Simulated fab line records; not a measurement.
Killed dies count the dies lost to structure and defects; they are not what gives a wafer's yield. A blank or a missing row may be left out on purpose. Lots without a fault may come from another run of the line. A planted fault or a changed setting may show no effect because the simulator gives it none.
Tool commonality check / flow sky130 / 10 lots and 36 wafers in the sample

## REASON IT WAS OPENED
Of 10 lots, 2 have the reading METAL2_ALCU_THK flagged at SKY_METAL2_THK_MEAS_06. Fault-free wafers read 256 nm, with a standard deviation of 3.1.
Rule: a lot is flagged when every wafer of it that has a number lies more than 4 standard deviations from that mean, or none has a number. All remaining lots are regarded as sound.

lot=L698; measured=day 34 15:37; on=film_metro-03; METAL2_ALCU_THK (nm), wafer by wafer=254 258 257; flag=
lot=L701; measured=day 35 22:08; on=film_metro-01; METAL2_ALCU_THK (nm), wafer by wafer=258 257 256; flag=
lot=L709; measured=day 38 01:34; on=film_metro-01; METAL2_ALCU_THK (nm), wafer by wafer=243 240 240 240 241 240; flag=FLAGGED
lot=L711; measured=day 38 13:18; on=film_metro-03; METAL2_ALCU_THK (nm), wafer by wafer=239 240 241 240 242 241; flag=FLAGGED
lot=L712; measured=day 39 22:21; on=film_metro-03; METAL2_ALCU_THK (nm), wafer by wafer=257 250 254; flag=
lot=L714; measured=day 39 23:56; on=film_metro-03; METAL2_ALCU_THK (nm), wafer by wafer=256 250 252; flag=
lot=L715; measured=day 40 02:49; on=film_metro-01; METAL2_ALCU_THK (nm), wafer by wafer=256 257 253; flag=
lot=L716; measured=day 40 04:50; on=film_metro-01; METAL2_ALCU_THK (nm), wafer by wafer=261 253 258; flag=
lot=L717; measured=day 40 09:28; on=film_metro-02; METAL2_ALCU_THK (nm), wafer by wafer=255 257 260; flag=
lot=L719; measured=day 40 21:18; on=film_metro-03; METAL2_ALCU_THK (nm), wafer by wafer=259 255 255; flag=
The mean of the flagged lots' numbers is 241 nm, -15 nm from the usual (-5 standard deviations).

## WHICH TOOL RAN EACH LOT
Before the reading, the record contains 4 process steps out of a 708-step route. Each cell gives the tool, then ch followed by the chambers the sampled wafers passed through, then the start.
lot=L698; flag=; SKY_VIA1_STRIP_16=plasma_asher-02 ch 0,1, day 34 14:08; SKY_VIA1_CMP_24=cmp-01 ch 0,1,3, day 34 15:05; SKY_METAL2_SPUTTER_01=pvd_sputter-01, day 34 15:22; SKY_METAL2_SPUTTER_04=pvd_sputter-01, day 34 15:25
lot=L701; flag=; SKY_VIA1_STRIP_16=plasma_asher-04 ch 0,1, day 35 20:36; SKY_VIA1_CMP_24=cmp-01 ch 0,1,2, day 35 21:37; SKY_METAL2_SPUTTER_01=pvd_sputter-02, day 35 21:53; SKY_METAL2_SPUTTER_04=pvd_sputter-02, day 35 21:57
lot=L709; flag=FLAGGED; SKY_VIA1_STRIP_16=plasma_asher-02 ch 0,1, day 37 19:11; SKY_VIA1_CMP_24=cmp-01 ch 0,2,3, day 37 20:11; SKY_METAL2_SPUTTER_01=pvd_sputter-02, day 37 20:28; SKY_METAL2_SPUTTER_04=pvd_sputter-02, day 37 20:32
lot=L711; flag=FLAGGED; SKY_VIA1_STRIP_16=plasma_asher-01 ch 1, day 38 09:48; SKY_VIA1_CMP_24=cmp-02 ch 1,2, day 38 10:46; SKY_METAL2_SPUTTER_01=pvd_sputter-02, day 38 11:05; SKY_METAL2_SPUTTER_04=pvd_sputter-02, day 38 11:09
lot=L712; flag=; SKY_VIA1_STRIP_16=plasma_asher-04 ch 0,1, day 39 20:52; SKY_VIA1_CMP_24=cmp-02 ch 0,2,3, day 39 21:50; SKY_METAL2_SPUTTER_01=pvd_sputter-03, day 39 22:07; SKY_METAL2_SPUTTER_04=pvd_sputter-03, day 39 22:11
lot=L714; flag=; SKY_VIA1_STRIP_16=plasma_asher-02 ch 0,1, day 39 22:27; SKY_VIA1_CMP_24=cmp-02 ch 1,2,3, day 39 23:29; SKY_METAL2_SPUTTER_01=pvd_sputter-01, day 39 23:40; SKY_METAL2_SPUTTER_04=pvd_sputter-01, day 39 23:44
lot=L715; flag=; SKY_VIA1_STRIP_16=plasma_asher-02 ch 0,1, day 40 01:18; SKY_VIA1_CMP_24=cmp-01 ch 0,1, day 40 02:17; SKY_METAL2_SPUTTER_01=pvd_sputter-03, day 40 02:33; SKY_METAL2_SPUTTER_04=pvd_sputter-03, day 40 02:38
lot=L716; flag=; SKY_VIA1_STRIP_16=plasma_asher-02 ch 0,1, day 40 03:22; SKY_VIA1_CMP_24=cmp-01 ch 0,1,3, day 40 04:20; SKY_METAL2_SPUTTER_01=pvd_sputter-01, day 40 04:37; SKY_METAL2_SPUTTER_04=pvd_sputter-01, day 40 04:41
lot=L717; flag=; SKY_VIA1_STRIP_16=plasma_asher-01 ch 0,1, day 40 07:59; SKY_VIA1_CMP_24=cmp-02 ch 0,1, day 40 08:53; SKY_METAL2_SPUTTER_01=pvd_sputter-01, day 40 09:13; SKY_METAL2_SPUTTER_04=pvd_sputter-01, day 40 09:17
lot=L719; flag=; SKY_VIA1_STRIP_16=plasma_asher-02 ch 0,1, day 40 19:46; SKY_VIA1_CMP_24=cmp-01 ch 0,1,3, day 40 20:44; SKY_METAL2_SPUTTER_01=pvd_sputter-03, day 40 21:03; SKY_METAL2_SPUTTER_04=pvd_sputter-03, day 40 21:07
What the steps here do:
- SKY_VIA1_STRIP_16: strips in O2/N2.
- SKY_VIA1_CMP_24: polishes, stops on SiO2, t overpolish 15 s, target thk 0 nm.
- SKY_METAL2_SPUTTER_01: material TiN, target thk 20 nm, time 16.7 s.
- SKY_METAL2_SPUTTER_04: material TiN, target thk 70 nm, time 58.3 s.
- SKY_METAL2_THK_MEAS_06: measures by xrf.

## FLAGGED OVER TOTAL, TOOL BY TOOL (the gauges that took the reading come last)
step=SKY_VIA1_STRIP_16; tool=plasma_asher-01; lots run=2; flagged=1; share of the flagged lots=some; sound lots run after its first flagged lot=1 (L717)
step=SKY_VIA1_STRIP_16; tool=plasma_asher-02; lots run=6; flagged=1; share of the flagged lots=some; sound lots run after its first flagged lot=4 (L714,L715,L716,L719)
step=SKY_VIA1_STRIP_16; tool=plasma_asher-04; lots run=2; flagged=0; share of the flagged lots=none; sound lots run after its first flagged lot=-
step=SKY_VIA1_CMP_24; tool=cmp-01; lots run=6; flagged=1; share of the flagged lots=some; sound lots run after its first flagged lot=3 (L715,L716,L719)
step=SKY_VIA1_CMP_24; tool=cmp-02; lots run=4; flagged=1; share of the flagged lots=some; sound lots run after its first flagged lot=3 (L712,L714,L717)
step=SKY_METAL2_SPUTTER_01; tool=pvd_sputter-01; lots run=4; flagged=0; share of the flagged lots=none; sound lots run after its first flagged lot=-
step=SKY_METAL2_SPUTTER_01; tool=pvd_sputter-02; lots run=3; flagged=2; share of the flagged lots=all; sound lots run after its first flagged lot=0
step=SKY_METAL2_SPUTTER_01; tool=pvd_sputter-03; lots run=3; flagged=0; share of the flagged lots=none; sound lots run after its first flagged lot=-
step=SKY_METAL2_SPUTTER_04; tool=pvd_sputter-01; lots run=4; flagged=0; share of the flagged lots=none; sound lots run after its first flagged lot=-
step=SKY_METAL2_SPUTTER_04; tool=pvd_sputter-02; lots run=3; flagged=2; share of the flagged lots=all; sound lots run after its first flagged lot=0
step=SKY_METAL2_SPUTTER_04; tool=pvd_sputter-03; lots run=3; flagged=0; share of the flagged lots=none; sound lots run after its first flagged lot=-
step=SKY_METAL2_THK_MEAS_06; tool=film_metro-01; lots run=4; flagged=1; share of the flagged lots=some; sound lots run after its first flagged lot=2 (L715,L716)
step=SKY_METAL2_THK_MEAS_06; tool=film_metro-02; lots run=1; flagged=0; share of the flagged lots=none; sound lots run after its first flagged lot=-
step=SKY_METAL2_THK_MEAS_06; tool=film_metro-03; lots run=5; flagged=1; share of the flagged lots=some; sound lots run after its first flagged lot=3 (L712,L714,L719)

## WHAT THE TABLE ALLOWS
Rows of the table that ran all the flagged lots, 2 in number: pvd_sputter-02 at SKY_METAL2_SPUTTER_01; pvd_sputter-02 at SKY_METAL2_SPUTTER_04.
- pvd_sputter-02 at SKY_METAL2_SPUTTER_01 ran 3 lots, 2 of them flagged. Its last sound lot is L701 (day 35 21:53), its first flagged lot L709 (day 37 20:28): a fault that began between those two fits.
- pvd_sputter-02 at SKY_METAL2_SPUTTER_04 ran 3 lots, 2 of them flagged. Its last sound lot is L701 (day 35 21:57), its first flagged lot L709 (day 37 20:32): a fault that began between those two fits.
pvd_sputter-02 at SKY_METAL2_SPUTTER_01 and SKY_METAL2_SPUTTER_04 is the single tool remaining.

## WHAT WAS PUT IN BY THE SIMULATOR
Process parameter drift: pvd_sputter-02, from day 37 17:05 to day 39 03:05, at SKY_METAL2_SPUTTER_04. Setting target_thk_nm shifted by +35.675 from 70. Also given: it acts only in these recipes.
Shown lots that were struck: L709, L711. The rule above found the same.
